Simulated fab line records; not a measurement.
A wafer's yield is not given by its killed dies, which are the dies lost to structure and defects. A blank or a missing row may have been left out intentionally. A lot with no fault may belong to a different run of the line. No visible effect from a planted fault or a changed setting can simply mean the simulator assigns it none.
Which tool was responsible? || flow sky130 || 42 wafers sampled from 14 lots at 1 step of a route of 708

## WHAT THE GAUGES SHOWED, per wafer
SKY_FIELD_ISO_BOW_MEAS_00. Usual: INCOMING_BOW gives 1 um (standard deviation 6.1).
{"lot": "L725", "measured": "day 1 10:02", "on": "film_metro-01", "INCOMING_BOW (um)": "2 4 6", "flag": ""}
{"lot": "L726", "measured": "day 1 15:00", "on": "film_metro-04", "INCOMING_BOW (um)": "4 0 1", "flag": ""}
{"lot": "L728", "measured": "day 2 01:00", "on": "film_metro-04", "INCOMING_BOW (um)": "4 -6 -5", "flag": ""}
{"lot": "L729", "measured": "day 2 06:02", "on": "film_metro-02", "INCOMING_BOW (um)": "-4 -6 -5", "flag": ""}
{"lot": "L730", "measured": "day 2 11:01", "on": "film_metro-01", "INCOMING_BOW (um)": "10 -5 7", "flag": ""}
{"lot": "L731", "measured": "day 2 16:01", "on": "film_metro-01", "INCOMING_BOW (um)": "0 -9 -10", "flag": ""}
{"lot": "L733", "measured": "day 3 02:01", "on": "film_metro-01", "INCOMING_BOW (um)": "9 -3 10", "flag": ""}
{"lot": "L735", "measured": "day 3 12:01", "on": "film_metro-01", "INCOMING_BOW (um)": "-7 -7 -5", "flag": ""}
{"lot": "L736", "measured": "day 3 17:01", "on": "film_metro-04", "INCOMING_BOW (um)": "9 -11 12", "flag": ""}
{"lot": "L742", "measured": "day 4 23:00", "on": "film_metro-02", "INCOMING_BOW (um)": "-1 3 -4", "flag": ""}
{"lot": "L744", "measured": "day 5 09:00", "on": "film_metro-04", "INCOMING_BOW (um)": "-3 2 -9", "flag": ""}
{"lot": "L745", "measured": "day 5 14:00", "on": "film_metro-04", "INCOMING_BOW (um)": "12 -1 3", "flag": ""}
{"lot": "L746", "measured": "day 5 19:04", "on": "film_metro-04", "INCOMING_BOW (um)": "12 -3 3", "flag": ""}
{"lot": "L747", "measured": "day 6 00:02", "on": "film_metro-04", "INCOMING_BOW (um)": "-4 2 7", "flag": ""}

## WHAT TOOL EACH LOT RAN ON (gives the tool, then ch and the chambers of the sampled wafers, and finally the start)
The record shows no process step preceding these readings.

## AS READ BY THE TOOLS THEMSELVES (means over the sampled wafers that have a number; for cases with no such wafer, the mark the record gives instead)
The record holds no such reading with a usual standard deviation.

## THE ANSWER, worked out from the rows above alone
Rule: a lot counts as off when the mean over its wafers that have a number is more than 3 standard deviations away from the usual mean. Also off: a lot with no number at a reading for which 4 or more lots have one. The other lots that the step has rows for count as sound. The gauges are gone through in route order, then the tools' own readings, and for those a lot's mean is taken as printed above. At the first step where some lot is off, the reading lying furthest off is the one used; lots without a number count as furthest.
Across all readings shown, no lot is off: no conclusion can be drawn from this.

## WHAT THE SIMULATOR PUT IN
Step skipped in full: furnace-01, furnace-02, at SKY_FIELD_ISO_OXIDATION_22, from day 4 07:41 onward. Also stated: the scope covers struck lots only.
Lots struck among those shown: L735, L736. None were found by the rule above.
